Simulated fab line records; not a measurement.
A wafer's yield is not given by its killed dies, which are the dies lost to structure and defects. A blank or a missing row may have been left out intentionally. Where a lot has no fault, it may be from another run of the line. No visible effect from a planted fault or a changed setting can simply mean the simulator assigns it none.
Matching of chambers / flow sky130 / 4 sister chambers for SKY_POLY_CUT_ETCH_10 on rieDiel-02
The step etches BARC in N2/H2, stops on SiO2, time 45.9 s, target depth 60 nm. 4 wafers are shown with their chamber, then 8 later ones without.

## WAFERS PAIRED WITH THEIR CHAMBERS
wafer=L088.1; chamber=3; drypumpMotorCurrentA (A)=6.6
wafer=L088.3; chamber=1; drypumpMotorCurrentA (A)=5.6
wafer=L088.4; chamber=2; drypumpMotorCurrentA (A)=5.5
wafer=L093.3; chamber=0; drypumpMotorCurrentA (A)=5.8

## WAFERS WHOSE CHAMBER IS MISSING
wafer=L093.4; drypumpMotorCurrentA (A)=5.7
wafer=L093.6; drypumpMotorCurrentA (A)=5.7
wafer=L094.1; drypumpMotorCurrentA (A)=5.5
wafer=L094.4; drypumpMotorCurrentA (A)=5.5
wafer=L094.5; drypumpMotorCurrentA (A)=5.6
wafer=L097.1; drypumpMotorCurrentA (A)=5.6
wafer=L097.3; drypumpMotorCurrentA (A)=6.6
wafer=L097.6; drypumpMotorCurrentA (A)=6.6

## WHICH CHAMBER EACH WENT THROUGH
wafer=L093.4; from the rows above=can't be placed: 0 or 1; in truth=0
wafer=L093.6; from the rows above=can't be placed: 0 or 1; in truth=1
wafer=L094.1; from the rows above=2; in truth=2
wafer=L094.4; from the rows above=2; in truth=2
wafer=L094.5; from the rows above=1; in truth=1
wafer=L097.1; from the rows above=1; in truth=1
wafer=L097.3; from the rows above=3; in truth=3
wafer=L097.6; from the rows above=3; in truth=3
Placed correctly: 6 of 8. Can't be placed from these rows: 2 (the true chamber is among the candidates in 2). 0 placed wrongly.
How it was worked out, from the rows above alone: a wafer's distance from a chamber is the root of the sum, over the readings, of the square of ((its reading less the chamber's mean) divided by the reading's scatter). If the next closest chamber is less than 2 further off than the closest, the wafer can't be placed; otherwise it belongs to the closest. For every chamber, the mean is computed from those of its wafers that are shown. The scatter (one wafer shown for each chamber): square how far every hidden wafer sits from the nearest shown wafer, average those squares and take the square root.
